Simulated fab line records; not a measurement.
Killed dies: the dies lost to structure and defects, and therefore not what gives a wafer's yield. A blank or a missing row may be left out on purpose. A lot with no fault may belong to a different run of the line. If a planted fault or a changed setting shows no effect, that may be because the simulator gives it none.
Code-filled problem report in 8D (eight disciplines) form	flow gf180mcu	the parts of the form that need people (team, actions taken, sign-off) are left out

1. THE ISSUE
At GF_NSD_COAT_02, spin speed rpm averages 2667.1 rpm over 6 wafers from 2 lots, while fault-free wafers read 3000.0 rpm, standard deviation 1.7. That is -99 or more standard deviations from the usual mean.
The step: resist thk 1000 nm.
First observed at day 17 07:34: wafer L716.1, on litho track-03. At this step, 33 wafers from 11 lots have a number in the record. Rule for "out" (also "out of limits"): further than 4 standard deviations from the usual mean. The other wafers with a number count as sound.

2. WHAT IT IS; WHAT IT IS NOT
question	is	is not
which readings at this step	spin speed rpm	resist line temp C
which lots	L716, L717	L704, L707, L708, L709, L711, L712, L714, L724, L725
which wafers of those lots	all that have a number	-
read on which tools	litho track-03	litho track-02, litho track-04
when	from day 17 07:34	up to then (21 sound wafers); but 6 sound wafers of L724, L725 came after

3. SUSPECTS, AND WHAT RULES EACH OUT
Counting: a tool at any process step up to the reading remains a suspect when it ran all the lots that are out and ran no sound lot after the first of those.
- plasma asher-02 at GF_HV_LDD_STRIP_49 (strips in O2/N2): kept. All lots that are out passed through it, beginning with L716 at day 16 17:20, and no sound lot followed; its final sound lot before that point was L714 at day 16 04:38.
- litho track-03 at GF_NSD_COAT_02 (resist thk 1000 nm): ruled out as a lasting fault. Sound lots L724, L725 ran on it after its first lot that is out, L716 (day 17 07:34).
Left after counting: plasma asher-02 at GF_HV_LDD_STRIP_49.

4. THE CAUSE (what the simulator had put in)
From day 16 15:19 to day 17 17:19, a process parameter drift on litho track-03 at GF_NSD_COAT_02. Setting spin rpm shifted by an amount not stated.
Counting ruled it out, wrongly.

5. SEQUENCE OF EFFECTS, ordered by route
Rows list readings where the struck wafers' mean (over those with a number) sits beyond 3 standard deviations from the usual. Readings are gone through only where the record gives a usual standard deviation; hours: the median, over the lots, of the time from a lot's start at the first step in this table giving one to that lot's start at this step; sigmas: the change measured in usual standard deviations.
hours	step	reading	usual	on struck wafers	change	sigmas
0	GF_NSD_COAT_02	spin speed rpm	3000.0 rpm	2667.1	-332.9	-99 or more
12	GF_NSD_STRIP_11	strip time to endpoint s	22.95 s	23.58	+0.63	+15
It contains these process steps:
- GF_NSD_COAT_02: resist thk 1000 nm.
- GF_NSD_STRIP_11: strips in O2/N2.

6. WHAT WOULD HAVE CAUGHT IT SOONER
16 hours passed between the start of the fault at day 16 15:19 and the first reading out of limits in this record, taken at day 17 07:34.
